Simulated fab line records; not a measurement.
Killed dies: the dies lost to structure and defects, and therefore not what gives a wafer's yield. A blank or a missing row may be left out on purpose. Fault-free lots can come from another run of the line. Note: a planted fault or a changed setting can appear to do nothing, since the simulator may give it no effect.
The tool behind it: which one? :: flow gf180mcu :: Sampling: 12 lots, 36 wafers, 3 of 602 route steps

## WHAT THE GAUGES READ, wafer by wafer
GF_STI_BOW_MEAS_00. Usual: INCOMING_BOW typically reads -1 um, with standard deviation 6.4.
lot: L800
measured: day 1 10:01
on: film_metro-03
INCOMING_BOW (um): -9 1 -4
flag: 

lot: L803
measured: day 2 01:00
on: film_metro-02
INCOMING_BOW (um): 13 8 -4
flag: 

lot: L804
measured: day 2 06:02
on: film_metro-04
INCOMING_BOW (um): -7 7 5
flag: 

lot: L805
measured: day 2 11:00
on: film_metro-02
INCOMING_BOW (um): 4 -5 -5
flag: 

lot: L806
measured: day 2 16:00
on: film_metro-03
INCOMING_BOW (um): 4 6 -5
flag: 

lot: L807
measured: day 2 21:01
on: film_metro-04
INCOMING_BOW (um): 1 18 6
flag: 

lot: L808
measured: day 3 02:00
on: film_metro-04
INCOMING_BOW (um): 4 -5 -1
flag: 

lot: L810
measured: day 3 12:01
on: film_metro-04
INCOMING_BOW (um): -2 0 -9
flag: 

lot: L814
measured: day 4 08:00
on: film_metro-04
INCOMING_BOW (um): -10 -1 1
flag: 

lot: L816
measured: day 4 18:02
on: film_metro-04
INCOMING_BOW (um): -7 3 -13
flag: 

lot: L820
measured: day 5 14:00
on: film_metro-04
INCOMING_BOW (um): -4 12 -13
flag: 

lot: L822
measured: day 6 00:00
on: film_metro-04
INCOMING_BOW (um): 1 -5 -5
flag: 

GF_POLY_GATE_THK_MEAS_17. Usual: POLY_GATE_OXIDATION_THK typically reads 4.03 nm, with standard deviation 0.08.
lot: L800
measured: day 9 06:58
on: film_metro-03
POLY_GATE_OXIDATION_THK (nm): 4.14 4.11 4.09
flag: 

lot: L803
measured: day 10 03:01
on: film_metro-04
POLY_GATE_OXIDATION_THK (nm): 3.97 3.92 4.04
flag: 

lot: L804
measured: day 10 10:48
on: film_metro-01
POLY_GATE_OXIDATION_THK (nm): 4.10 4.10 4.20
flag: 

lot: L805
measured: day 10 14:23
on: film_metro-04
POLY_GATE_OXIDATION_THK (nm): 3.96 4.03 3.90
flag: 

lot: L806
measured: day 11 01:10
on: film_metro-01
POLY_GATE_OXIDATION_THK (nm): 4.11 4.11 4.08
flag: 

lot: L807
measured: day 11 07:19
on: film_metro-04
POLY_GATE_OXIDATION_THK (nm): 4.03 4.05 4.11
flag: 

lot: L808
measured: day 11 14:48
on: film_metro-01
POLY_GATE_OXIDATION_THK (nm): 3.98 3.96 3.93
flag: 

lot: L810
measured: day 12 09:02
on: film_metro-03
POLY_GATE_OXIDATION_THK (nm): 4.03 4.02 3.97
flag: 

lot: L814
measured: day 13 15:57
on: film_metro-04
POLY_GATE_OXIDATION_THK (nm): 5.93 5.83 5.87
flag: OFF

lot: L816
measured: day 14 05:59
on: film_metro-04
POLY_GATE_OXIDATION_THK (nm): 5.93 5.90 5.94
flag: OFF

lot: L820
measured: day 15 06:46
on: film_metro-03
POLY_GATE_OXIDATION_THK (nm): 4.08 4.05 4.09
flag: 

lot: L822
measured: day 15 23:13
on: film_metro-04
POLY_GATE_OXIDATION_THK (nm): 3.92 4.00 3.98
flag: 

## EACH LOT AND THE TOOL THAT RAN IT (in order: tool; ch and the chambers of the sampled wafers; start)
lot: L800
GF_POLY_GATE_OXIDATION_16: furnace-02 ch 0, day 9 05:43

lot: L803
GF_POLY_GATE_OXIDATION_16: furnace-02 ch 0, day 10 01:46

lot: L804
GF_POLY_GATE_OXIDATION_16: furnace-01 ch 0, day 10 09:32

lot: L805
GF_POLY_GATE_OXIDATION_16: furnace-02 ch 0, day 10 13:08

lot: L806
GF_POLY_GATE_OXIDATION_16: furnace-02 ch 0, day 10 23:55

lot: L807
GF_POLY_GATE_OXIDATION_16: furnace-01 ch 0, day 11 06:04

lot: L808
GF_POLY_GATE_OXIDATION_16: furnace-01 ch 0, day 11 13:33

lot: L810
GF_POLY_GATE_OXIDATION_16: furnace-01 ch 0, day 12 07:46

lot: L814
GF_POLY_GATE_OXIDATION_16: furnace-01 ch 0, day 13 14:42

lot: L816
GF_POLY_GATE_OXIDATION_16: furnace-01 ch 0, day 14 04:43

lot: L820
GF_POLY_GATE_OXIDATION_16: furnace-02 ch 0, day 15 05:31

lot: L822
GF_POLY_GATE_OXIDATION_16: furnace-02 ch 0, day 15 21:58
- GF_POLY_GATE_OXIDATION_16: stabilise 600 s, purge 300 s, target thk 4 nm.

## WHAT THE TOOLS THEMSELVES READ (means of the sampled wafers that have a number; where no wafer has one, the mark that the record gives instead)
GF_POLY_GATE_OXIDATION_16. Usual: spike_tc_bottom_C 868 C, standard deviation 3.5; spike_tc_centre_C 850.5 C, standard deviation 0.99; spike_tc_lower_C 850.0 C, standard deviation 1.1; spike_tc_top_C 861.9 C, standard deviation 2.3; spike_tc_upper_C 849.3 C, standard deviation 1.1; tube_center_temp_C 849.99 C, standard deviation 0.072; tube_center_temp_C_max 852.2, standard deviation 0.37; zone_power_top_pct 31.1 %, standard deviation 1.2; zone_power_upper_pct 14.9 %, standard deviation 1.6.
lot: L800
tool: furnace-02
spike_tc_bottom_C (C): 863
spike_tc_centre_C (C): 850.8
spike_tc_lower_C (C): 851.5
spike_tc_top_C (C): 864.2
spike_tc_upper_C (C): 849.3
tube_center_temp_C (C): 850.05
tube_center_temp_C_max: 852.5
zone_power_top_pct (%): 30.1
zone_power_upper_pct (%): 13.1
flag: 

lot: L803
tool: furnace-02
spike_tc_bottom_C (C): 865
spike_tc_centre_C (C): 850.9
spike_tc_lower_C (C): 850.5
spike_tc_top_C (C): 863.8
spike_tc_upper_C (C): 848.2
tube_center_temp_C (C): 850.00
tube_center_temp_C_max: 852.5
zone_power_top_pct (%): 30.1
zone_power_upper_pct (%): 13.2
flag: 

lot: L804
tool: furnace-01
spike_tc_bottom_C (C): 871
spike_tc_centre_C (C): 850.9
spike_tc_lower_C (C): 849.1
spike_tc_top_C (C): 860.9
spike_tc_upper_C (C): 849.7
tube_center_temp_C (C): 850.06
tube_center_temp_C_max: 852.7
zone_power_top_pct (%): 32.1
zone_power_upper_pct (%): 16.3
flag: 

lot: L805
tool: furnace-02
spike_tc_bottom_C (C): 864
spike_tc_centre_C (C): 850.7
spike_tc_lower_C (C): 850.4
spike_tc_top_C (C): 863.9
spike_tc_upper_C (C): 848.8
tube_center_temp_C (C): 849.92
tube_center_temp_C_max: 852.0
zone_power_top_pct (%): 30.0
zone_power_upper_pct (%): 13.0
flag: 

lot: L806
tool: furnace-02
spike_tc_bottom_C (C): 864
spike_tc_centre_C (C): 850.1
spike_tc_lower_C (C): 850.7
spike_tc_top_C (C): 863.2
spike_tc_upper_C (C): 848.8
tube_center_temp_C (C): 850.02
tube_center_temp_C_max: 852.0
zone_power_top_pct (%): 29.9
zone_power_upper_pct (%): 13.1
flag: 

lot: L807
tool: furnace-01
spike_tc_bottom_C (C): 871
spike_tc_centre_C (C): 850.9
spike_tc_lower_C (C): 850.0
spike_tc_top_C (C): 859.7
spike_tc_upper_C (C): 849.4
tube_center_temp_C (C): 849.97
tube_center_temp_C_max: 852.2
zone_power_top_pct (%): 32.1
zone_power_upper_pct (%): 16.4
flag: 

lot: L808
tool: furnace-01
spike_tc_bottom_C (C): 870
spike_tc_centre_C (C): 850.1
spike_tc_lower_C (C): 849.4
spike_tc_top_C (C): 860.2
spike_tc_upper_C (C): 848.5
tube_center_temp_C (C): 850.02
tube_center_temp_C_max: 852.0
zone_power_top_pct (%): 31.7
zone_power_upper_pct (%): 16.5
flag: 

lot: L810
tool: furnace-01
spike_tc_bottom_C (C): 873
spike_tc_centre_C (C): 850.5
spike_tc_lower_C (C): 850.7
spike_tc_top_C (C): 859.6
spike_tc_upper_C (C): 850.4
tube_center_temp_C (C): 850.02
tube_center_temp_C_max: 852.2
zone_power_top_pct (%): 32.3
zone_power_upper_pct (%): 16.4
flag: 

lot: L814
tool: furnace-01
spike_tc_bottom_C (C): 902
spike_tc_centre_C (C): 882.1
spike_tc_lower_C (C): 881.0
spike_tc_top_C (C): 891.0
spike_tc_upper_C (C): 882.3
tube_center_temp_C (C): 881.83
tube_center_temp_C_max: 883.8
zone_power_top_pct (%): 34.0
zone_power_upper_pct (%): 17.7
flag: OFF

lot: L816
tool: furnace-01
spike_tc_bottom_C (C): 902
spike_tc_centre_C (C): 882.1
spike_tc_lower_C (C): 882.5
spike_tc_top_C (C): 891.3
spike_tc_upper_C (C): 881.5
tube_center_temp_C (C): 881.84
tube_center_temp_C_max: 883.8
zone_power_top_pct (%): 34.5
zone_power_upper_pct (%): 17.5
flag: OFF

lot: L820
tool: furnace-02
spike_tc_bottom_C (C): 864
spike_tc_centre_C (C): 850.3
spike_tc_lower_C (C): 850.5
spike_tc_top_C (C): 863.5
spike_tc_upper_C (C): 848.6
tube_center_temp_C (C): 850.00
tube_center_temp_C_max: 852.1
zone_power_top_pct (%): 29.5
zone_power_upper_pct (%): 13.1
flag: 

lot: L822
tool: furnace-02
spike_tc_bottom_C (C): 865
spike_tc_centre_C (C): 851.1
spike_tc_lower_C (C): 850.3
spike_tc_top_C (C): 863.5
spike_tc_upper_C (C): 848.2
tube_center_temp_C (C): 849.96
tube_center_temp_C_max: 852.2
zone_power_top_pct (%): 29.9
zone_power_upper_pct (%): 13.2
flag: 

## THE ANSWER, worked out from the rows above alone
Rule: lot off if the mean of its wafers having a number is beyond 3 standard deviations from the usual mean. Also off: a lot with no number at a reading for which 4 or more lots have one. All remaining lots with rows at the step are treated as sound. The gauges are gone through in route order, then the tools' own readings, and for those a lot's mean is taken as printed above. The first step at which some lot is off is used, and at that step the reading that is off furthest; a lot without a number counts as furthest.
Off: at GF_POLY_GATE_THK_MEAS_17 (POLY_GATE_OXIDATION_THK), L814, L816.
A tool fits if, at a process step before that reading, it ran every lot that is off, and no sound lot after the first of them. Not tried: the gauges at GF_POLY_GATE_THK_MEAS_17; whatever is off there is also off at GF_POLY_GATE_OXIDATION_16, on other tools, and gauge error can't account for it. One fits: GF_POLY_GATE_OXIDATION_16 on furnace-01. A fault onset in the window from L810 (day 12 07:46, its last sound lot) to L814 (day 13 14:42, its first lot off) fits.
The tool's own readings at GF_POLY_GATE_OXIDATION_16 bear it out: on the lots that are off they differ by more than 5 times the standard deviation of the sound lots' means. spike_tc_bottom_C reads 902 C there against 867 C on the sound lots; spike_tc_centre_C reads 882.1 C there against 850.6 C on the sound lots; spike_tc_lower_C reads 881.8 C there against 850.3 C on the sound lots; spike_tc_top_C reads 891.1 C there against 862.2 C on the sound lots; spike_tc_upper_C reads 881.9 C there against 849.0 C on the sound lots; tube_center_temp_C reads 881.84 C there against 850.00 C on the sound lots; tube_center_temp_C_max reads 883.8 there against 852.2 on the sound lots.

## WHAT THE SIMULATOR PUT IN
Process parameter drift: furnace-01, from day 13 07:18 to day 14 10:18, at GF_POLY_GATE_OXIDATION_16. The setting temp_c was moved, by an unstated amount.
Struck lots among those shown: L814, L816. The rule above found the same.
